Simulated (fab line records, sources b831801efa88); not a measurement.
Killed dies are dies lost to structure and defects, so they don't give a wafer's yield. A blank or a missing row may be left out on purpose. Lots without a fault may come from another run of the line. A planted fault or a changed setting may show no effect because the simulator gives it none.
Problem report in the 8D (eight disciplines) form, filled by code | flow gf180mcu | the parts of the form that need people (team, actions taken, sign-off) are left out

1. THE PROBLEM
cd_nm at GF_M2_CD_MEAS_14 reads a mean of 318.8 nm on 6 wafers of 2 lots; wafers without a fault read 279.9 nm with a standard deviation of 1.1. That is +35 standard deviations from the usual mean.
The step: target cd 280 nm.
First seen on wafer L879.1, day 22 20:46, on cd_sem-01. The record holds 42 wafers of 14 lots with a number at this step. Rule for "out", or "out of limits": more than 4 standard deviations from the usual mean. The other wafers with a number count as sound.

2. WHAT IT IS AND WHAT IT IS NOT
question                    | is                     | is not
which readings at this step | cd_nm                  | -
which lots                  | L879, L885             | L869, L870, L871, L873, L875, L876, L877, L878, L883, L890, L891, L892
which wafers of those lots  | all that have a number | -
read on which gauges        | cd_sem-01              | cd_sem-02
when                        | from day 22 20:46      | up to then (24 sound wafers); but 12 sound wafers of L883, L890, L891, L892 came after

3. SUSPECTS, AND WHAT RULES EACH OUT
Counting: a tool at a process step up to the reading stays a suspect if it ran every lot that is out and no sound lot after the first of them.
- the gauge at GF_M2_CD_MEAS_14: ruled out. All the wafers that are out were read on cd_sem-01, but those of them that GF_M2_EXPOSE_11 has rows for are out there too, on other tools.
- pvd_sputter-02 at GF_V1_SPUTTER_22 (material TiN, target thk 10 nm, time 40 s): ruled out as a lasting fault. Sound lots L891 ran on it after its first lot that is out, L879 (day 21 21:26).
- krf_scanner-01 at GF_M2_EXPOSE_11 (exposes mask Metal2, target cd 280 nm): kept. It ran every lot that is out, first L879 (day 22 09:49), and no sound lot after that; its last sound lot up to then is L878 (day 22 02:11). Its own readings are out on those wafers: exposure_dose_mJ_cm2.
Left after counting: krf_scanner-01 at GF_M2_EXPOSE_11.

4. THE CAUSE (what the simulator had put in)
Process parameter drift: krf_scanner-01, from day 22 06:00 on, at GF_M2_EXPOSE_11. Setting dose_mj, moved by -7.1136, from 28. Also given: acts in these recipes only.
Counting left only this tool.

5. THE CHAIN OF EFFECTS, in route order
Each row: a reading whose mean over the struck wafers that have a number lies more than 3 standard deviations from the usual. Only readings for which the record gives a usual standard deviation are gone through. hours: the time from each lot's start at the first step in this table that gives one to its start at this step, as a median over the lots. sigmas: the change in usual standard deviations.
hours | step             | reading              | usual    | on struck wafers | change | sigmas
0     | GF_M2_EXPOSE_11  | exposure_dose_mJ_cm2 | 28.13    | 21.58            | -6.55  | -60
11    | GF_M2_CD_MEAS_14 | cd_nm                | 279.9 nm | 318.8            | +38.9  | +35
The process steps in it:
- GF_M2_EXPOSE_11: exposes mask Metal2, target cd 280 nm.

6. WHAT WOULD HAVE CAUGHT IT SOONER
In this record the first reading out of limits at a measuring or inspecting step was taken at day 22 20:46, 15 hours after the fault began at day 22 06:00.
The tool's own readings at GF_M2_EXPOSE_11 were out on every struck wafer that the step has a row for (exposure_dose_mJ_cm2): an alarm limit on them would have fired on the first of those.
Of the lots that are out (2), L885 began GF_M2_EXPOSE_11 on krf_scanner-01 after day 22 20:46. A hold on the tool at that time would have spared it.
